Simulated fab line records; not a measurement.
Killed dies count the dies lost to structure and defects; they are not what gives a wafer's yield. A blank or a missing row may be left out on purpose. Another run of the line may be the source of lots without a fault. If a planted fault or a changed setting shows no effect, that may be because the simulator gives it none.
What tool caused it? || flow gf180mcu || 30 wafers from 10 lots sampled at 7 of the route's 602 steps

== WHAT EACH GAUGE READ, for each wafer ==
GF_V4_THK_MEAS_25: measures by xrf. Usual: V4_W_THK typically reads 351 nm, with standard deviation 6.4.
{"lot": "L422", "measured": "day 25 01:40", "on": "film-metro-01", "V4_W_THK (nm)": "347 343 358", "flag": ""}
{"lot": "L424", "measured": "day 25 18:23", "on": "film-metro-03", "V4_W_THK (nm)": "342 348 352", "flag": ""}
{"lot": "L426", "measured": "day 26 11:25", "on": "film-metro-03", "V4_W_THK (nm)": "350 343 350", "flag": ""}
{"lot": "L427", "measured": "day 26 20:37", "on": "film-metro-04", "V4_W_THK (nm)": "347 337 342", "flag": ""}
{"lot": "L429", "measured": "day 27 13:32", "on": "film-metro-04", "V4_W_THK (nm)": "354 342 345", "flag": ""}
{"lot": "L430", "measured": "day 27 18:44", "on": "film-metro-04", "V4_W_THK (nm)": "348 349 346", "flag": ""}
{"lot": "L431", "measured": "day 27 23:50", "on": "film-metro-01", "V4_W_THK (nm)": "357 367 354", "flag": ""}
{"lot": "L437", "measured": "day 29 19:25", "on": "film-metro-03", "V4_W_THK (nm)": "356 358 355", "flag": ""}
{"lot": "L438", "measured": "day 30 06:55", "on": "film-metro-04", "V4_W_THK (nm)": "355 344 355", "flag": ""}
{"lot": "L443", "measured": "day 31 10:47", "on": "film-metro-04", "V4_W_THK (nm)": "349 347 350", "flag": ""}

GF_MIM_RS_MEAS_10: a four-point-probe measurement. Usual: MIM_ALCU_RS typically reads 0.1605 ohm/sq, with standard deviation 0.0021.
{"lot": "L422", "measured": "day 25 02:28", "on": "film-metro-02", "MIM_ALCU_RS (ohm/sq)": "0.1610 0.1629 0.1573", "flag": ""}
{"lot": "L424", "measured": "day 25 19:10", "on": "film-metro-02", "MIM_ALCU_RS (ohm/sq)": "0.1609 0.1604 0.1622", "flag": ""}
{"lot": "L426", "measured": "day 26 12:11", "on": "film-metro-03", "MIM_ALCU_RS (ohm/sq)": "0.1620 0.1589 0.1615", "flag": ""}
{"lot": "L427", "measured": "day 26 21:23", "on": "film-metro-02", "MIM_ALCU_RS (ohm/sq)": "0.1610 0.1637 0.1611", "flag": ""}
{"lot": "L429", "measured": "day 27 14:20", "on": "film-metro-02", "MIM_ALCU_RS (ohm/sq)": "0.1600 0.1622 0.1609", "flag": ""}
{"lot": "L430", "measured": "day 27 19:31", "on": "film-metro-04", "MIM_ALCU_RS (ohm/sq)": "0.1609 0.1634 0.1626", "flag": ""}
{"lot": "L431", "measured": "day 28 00:38", "on": "film-metro-04", "MIM_ALCU_RS (ohm/sq)": "0.1597 0.1623 0.1618", "flag": ""}
{"lot": "L437", "measured": "day 29 22:06", "on": "film-metro-04", "MIM_ALCU_RS (ohm/sq)": "0.1614 0.1647 0.1594", "flag": ""}
{"lot": "L438", "measured": "day 30 08:04", "on": "film-metro-04", "MIM_ALCU_RS (ohm/sq)": "0.1622 0.1560 0.1563", "flag": ""}
{"lot": "L443", "measured": "day 31 11:55", "on": "film-metro-04", "MIM_ALCU_RS (ohm/sq)": "0.1759 0.1792 0.1590", "flag": "OFF"}

GF_MIM_THK_MEAS_11: measures by xrf. Usual: MIM_ALCU_THK typically reads 199.7 nm, with standard deviation 2.7.
{"lot": "L422", "measured": "day 25 02:34", "on": "film-metro-02", "MIM_ALCU_THK (nm)": "198.1 196.9 203.1", "flag": ""}
{"lot": "L424", "measured": "day 25 19:17", "on": "film-metro-02", "MIM_ALCU_THK (nm)": "199.8 200.1 198.4", "flag": ""}
{"lot": "L426", "measured": "day 26 12:18", "on": "film-metro-03", "MIM_ALCU_THK (nm)": "197.9 201.7 199.0", "flag": ""}
{"lot": "L427", "measured": "day 26 21:31", "on": "film-metro-02", "MIM_ALCU_THK (nm)": "198.6 195.5 198.9", "flag": ""}
{"lot": "L429", "measured": "day 27 14:27", "on": "film-metro-02", "MIM_ALCU_THK (nm)": "199.3 198.2 200.2", "flag": ""}
{"lot": "L430", "measured": "day 27 19:38", "on": "film-metro-04", "MIM_ALCU_THK (nm)": "198.1 194.9 196.4", "flag": ""}
{"lot": "L431", "measured": "day 28 00:44", "on": "film-metro-04", "MIM_ALCU_THK (nm)": "199.2 197.9 196.6", "flag": ""}
{"lot": "L437", "measured": "day 29 22:13", "on": "film-metro-04", "MIM_ALCU_THK (nm)": "198.2 193.8 202.0", "flag": ""}
{"lot": "L438", "measured": "day 30 08:11", "on": "film-metro-04", "MIM_ALCU_THK (nm)": "196.5 205.4 204.4", "flag": ""}
{"lot": "L443", "measured": "day 31 12:02", "on": "film-metro-04", "MIM_ALCU_THK (nm)": "182.2 179.0 201.6", "flag": "OFF"}

GF_M5_OVL_MEAS_08. Usual: M5_OVL typically reads -1 nm, with standard deviation 6.9.
{"lot": "L422", "measured": "day 26 21:02", "on": "overlay-02", "M5_OVL (nm)": "-4 -4 2", "flag": ""}
{"lot": "L424", "measured": "day 27 12:13", "on": "overlay-01", "M5_OVL (nm)": "-3 0 0", "flag": ""}
{"lot": "L426", "measured": "day 28 04:43", "on": "overlay-02", "M5_OVL (nm)": "4 3 9", "flag": ""}
{"lot": "L427", "measured": "day 28 13:40", "on": "overlay-02", "M5_OVL (nm)": "-5 -16 -8", "flag": ""}
{"lot": "L429", "measured": "day 29 05:28", "on": "overlay-02", "M5_OVL (nm)": "6 8 4", "flag": ""}
{"lot": "L430", "measured": "day 29 10:37", "on": "overlay-01", "M5_OVL (nm)": "-7 1 1", "flag": ""}
{"lot": "L431", "measured": "day 29 14:23", "on": "overlay-02", "M5_OVL (nm)": "3 3 1", "flag": ""}
{"lot": "L437", "measured": "day 31 09:49", "on": "overlay-02", "M5_OVL (nm)": "13 3 12", "flag": ""}
{"lot": "L438", "measured": "day 31 19:16", "on": "overlay-02", "M5_OVL (nm)": "-1 3 -4", "flag": ""}
{"lot": "L443", "measured": "day 32 20:52", "on": "overlay-01", "M5_OVL (nm)": "5 -2 -7", "flag": ""}

== TOOL THAT RAN EACH LOT (tool first, then ch and the chambers of the sampled wafers, then the start) ==
{"lot": "L422", "GF_V4_SPUTTER_22": "pvd-sputter-04, day 25 01:23", "GF_MIM_SPUTTER_08": "pvd-sputter-02, day 25 02:23", "GF_MIM_METAL_ETCH_19": "rie-metal-02 ch 1, day 25 23:53"}
{"lot": "L424", "GF_V4_SPUTTER_22": "pvd-sputter-04, day 25 18:07", "GF_MIM_SPUTTER_08": "pvd-sputter-02, day 25 19:07", "GF_MIM_METAL_ETCH_19": "rie-metal-03 ch 0,1, day 26 15:51"}
{"lot": "L426", "GF_V4_SPUTTER_22": "pvd-sputter-02, day 26 11:05", "GF_MIM_SPUTTER_08": "pvd-sputter-02, day 26 12:08", "GF_MIM_METAL_ETCH_19": "rie-metal-02 ch 0, day 27 08:12"}
{"lot": "L427", "GF_V4_SPUTTER_22": "pvd-sputter-01, day 26 20:20", "GF_MIM_SPUTTER_08": "pvd-sputter-04, day 26 21:20", "GF_MIM_METAL_ETCH_19": "rie-metal-03 ch 1, day 27 17:14"}
{"lot": "L429", "GF_V4_SPUTTER_22": "pvd-sputter-02, day 27 13:16", "GF_MIM_SPUTTER_08": "pvd-sputter-02, day 27 14:17", "GF_MIM_METAL_ETCH_19": "rie-metal-03 ch 0,1, day 28 09:45"}
{"lot": "L430", "GF_V4_SPUTTER_22": "pvd-sputter-02, day 27 18:28", "GF_MIM_SPUTTER_08": "pvd-sputter-02, day 27 19:27", "GF_MIM_METAL_ETCH_19": "rie-metal-02 ch 0,1, day 28 14:50"}
{"lot": "L431", "GF_V4_SPUTTER_22": "pvd-sputter-01, day 27 23:32", "GF_MIM_SPUTTER_08": "pvd-sputter-02, day 28 00:32", "GF_MIM_METAL_ETCH_19": "rie-metal-03 ch 0,1, day 28 18:43"}
{"lot": "L437", "GF_V4_SPUTTER_22": "pvd-sputter-04, day 29 19:08", "GF_MIM_SPUTTER_08": "pvd-sputter-02, day 29 22:02", "GF_MIM_METAL_ETCH_19": "rie-metal-02 ch 0, day 30 15:09"}
{"lot": "L438", "GF_V4_SPUTTER_22": "pvd-sputter-04, day 30 06:39", "GF_MIM_SPUTTER_08": "pvd-sputter-04, day 30 08:01", "GF_MIM_METAL_ETCH_19": "rie-metal-02 ch 0,1, day 31 01:48"}
{"lot": "L443", "GF_V4_SPUTTER_22": "pvd-sputter-01, day 31 10:31", "GF_MIM_SPUTTER_08": "pvd-sputter-02, day 31 11:51", "GF_MIM_METAL_ETCH_19": "rie-metal-03 ch 0,1, day 32 04:08"}
- GF_V4_SPUTTER_22: material TiN, target thk 10 nm, time 40 s.
- GF_MIM_SPUTTER_08: material AlCu, target thk 200 nm, time 10.6 s.
- GF_MIM_METAL_ETCH_19: etches the open film in Cl2/BCl3, stops on Si3N4, target depth 324.5 nm, time 54.1 s.

== WHAT THE TOOLS THEMSELVES READ (means of the sampled wafers that have a number; where no wafer has one, the mark that the record gives instead) ==
GF_V4_SPUTTER_22. Usual: cathode-dc-power-W 4000.0 W, standard deviation 0.73; throttle-valve-pct 29.5 %, standard deviation 1.1.
{"lot": "L422", "tool": "pvd-sputter-04", "cathode-dc-power-W (W)": 3999.5, "throttle-valve-pct (%)": 30.1, "flag": ""}
{"lot": "L424", "tool": "pvd-sputter-04", "cathode-dc-power-W (W)": 4000.1, "throttle-valve-pct (%)": 30.4, "flag": ""}
{"lot": "L426", "tool": "pvd-sputter-02", "cathode-dc-power-W (W)": 4000.5, "throttle-valve-pct (%)": 29.0, "flag": ""}
{"lot": "L427", "tool": "pvd-sputter-01", "cathode-dc-power-W (W)": 3999.6, "throttle-valve-pct (%)": 29.4, "flag": ""}
{"lot": "L429", "tool": "pvd-sputter-02", "cathode-dc-power-W (W)": 4000.1, "throttle-valve-pct (%)": 29.4, "flag": ""}
{"lot": "L430", "tool": "pvd-sputter-02", "cathode-dc-power-W (W)": 3999.3, "throttle-valve-pct (%)": 29.5, "flag": ""}
{"lot": "L431", "tool": "pvd-sputter-01", "cathode-dc-power-W (W)": 3999.8, "throttle-valve-pct (%)": 29.6, "flag": ""}
{"lot": "L437", "tool": "pvd-sputter-04", "cathode-dc-power-W (W)": 4000.0, "throttle-valve-pct (%)": 30.7, "flag": ""}
{"lot": "L438", "tool": "pvd-sputter-04", "cathode-dc-power-W (W)": 3999.7, "throttle-valve-pct (%)": 30.6, "flag": ""}
{"lot": "L443", "tool": "pvd-sputter-01", "cathode-dc-power-W (W)": 4000.5, "throttle-valve-pct (%)": 29.5, "flag": ""}

GF_MIM_SPUTTER_08. Usual: cathode-dc-power-W 10600 W, standard deviation 1.9; throttle-valve-pct 29.6 %, standard deviation 1.1.
{"lot": "L422", "tool": "pvd-sputter-02", "cathode-dc-power-W (W)": 10600, "throttle-valve-pct (%)": 29.5, "flag": ""}
{"lot": "L424", "tool": "pvd-sputter-02", "cathode-dc-power-W (W)": 10600, "throttle-valve-pct (%)": 28.8, "flag": ""}
{"lot": "L426", "tool": "pvd-sputter-02", "cathode-dc-power-W (W)": 10602, "throttle-valve-pct (%)": 29.2, "flag": ""}
{"lot": "L427", "tool": "pvd-sputter-04", "cathode-dc-power-W (W)": 10601, "throttle-valve-pct (%)": 29.9, "flag": ""}
{"lot": "L429", "tool": "pvd-sputter-02", "cathode-dc-power-W (W)": 10601, "throttle-valve-pct (%)": 29.0, "flag": ""}
{"lot": "L430", "tool": "pvd-sputter-02", "cathode-dc-power-W (W)": 10599, "throttle-valve-pct (%)": 28.7, "flag": ""}
{"lot": "L431", "tool": "pvd-sputter-02", "cathode-dc-power-W (W)": 10599, "throttle-valve-pct (%)": 28.7, "flag": ""}
{"lot": "L437", "tool": "pvd-sputter-02", "cathode-dc-power-W (W)": 10600, "throttle-valve-pct (%)": 29.6, "flag": ""}
{"lot": "L438", "tool": "pvd-sputter-04", "cathode-dc-power-W (W)": 10600, "throttle-valve-pct (%)": 30.6, "flag": ""}
{"lot": "L443", "tool": "pvd-sputter-02", "cathode-dc-power-W (W)": 10601, "throttle-valve-pct (%)": 29.6, "flag": ""}

GF_MIM_METAL_ETCH_19. Usual: drypump-motor-current-A 5.26 A, standard deviation 0.28; oes-product-au 0.941 a.u., standard deviation 0.0071; throttle-valve-pct 28.284 %, standard deviation 0.011.
{"lot": "L422", "tool": "rie-metal-02", "drypump-motor-current-A (A)": 5.08, "oes-product-au (a.u.)": 0.945, "throttle-valve-pct (%)": 28.273, "flag": ""}
{"lot": "L424", "tool": "rie-metal-03", "drypump-motor-current-A (A)": 5.38, "oes-product-au (a.u.)": 0.942, "throttle-valve-pct (%)": 28.295, "flag": ""}
{"lot": "L426", "tool": "rie-metal-02", "drypump-motor-current-A (A)": 5.47, "oes-product-au (a.u.)": 0.936, "throttle-valve-pct (%)": 28.284, "flag": ""}
{"lot": "L427", "tool": "rie-metal-03", "drypump-motor-current-A (A)": 4.92, "oes-product-au (a.u.)": 0.937, "throttle-valve-pct (%)": 28.277, "flag": ""}
{"lot": "L429", "tool": "rie-metal-03", "drypump-motor-current-A (A)": 5.39, "oes-product-au (a.u.)": 0.943, "throttle-valve-pct (%)": 28.273, "flag": ""}
{"lot": "L430", "tool": "rie-metal-02", "drypump-motor-current-A (A)": 5.21, "oes-product-au (a.u.)": 0.941, "throttle-valve-pct (%)": 28.282, "flag": ""}
{"lot": "L431", "tool": "rie-metal-03", "drypump-motor-current-A (A)": 5.40, "oes-product-au (a.u.)": 0.941, "throttle-valve-pct (%)": 28.275, "flag": ""}
{"lot": "L437", "tool": "rie-metal-02", "drypump-motor-current-A (A)": 5.48, "oes-product-au (a.u.)": 0.935, "throttle-valve-pct (%)": 28.293, "flag": ""}
{"lot": "L438", "tool": "rie-metal-02", "drypump-motor-current-A (A)": 5.35, "oes-product-au (a.u.)": 0.944, "throttle-valve-pct (%)": 28.289, "flag": ""}
{"lot": "L443", "tool": "rie-metal-03", "drypump-motor-current-A (A)": 5.15, "oes-product-au (a.u.)": 0.917, "throttle-valve-pct (%)": 28.302, "flag": "OFF"}

== THE ANSWER, worked out from the rows above alone ==
Rule: lot off if the mean of its wafers having a number is beyond 3 standard deviations from the usual mean. Also off: a lot with no number at a reading for which 4 or more lots have one. All remaining lots with rows at the step are treated as sound. The gauges are gone through in route order, then the tools' own readings, and for those a lot's mean is taken as printed above. The first step at which some lot is off is used, and at that step the reading that is off furthest; a lot without a number counts as furthest.
Off: L443, seen at GF_MIM_RS_MEAS_10 (MIM_ALCU_RS).
If a tool, at a process step before that reading, ran all the lots that are off and no sound lot after the first of them, it fits. The gauges at GF_MIM_RS_MEAS_10 aren't tried: what is off there is off at GF_MIM_METAL_ETCH_19 too, on other tools, and a gauge's error can't cause that. Undecided on this evidence; 2 tools fit (pvd-sputter-01 at GF_V4_SPUTTER_22, pvd-sputter-02 at GF_MIM_SPUTTER_08).

== WHAT WAS PUT IN BY THE SIMULATOR ==
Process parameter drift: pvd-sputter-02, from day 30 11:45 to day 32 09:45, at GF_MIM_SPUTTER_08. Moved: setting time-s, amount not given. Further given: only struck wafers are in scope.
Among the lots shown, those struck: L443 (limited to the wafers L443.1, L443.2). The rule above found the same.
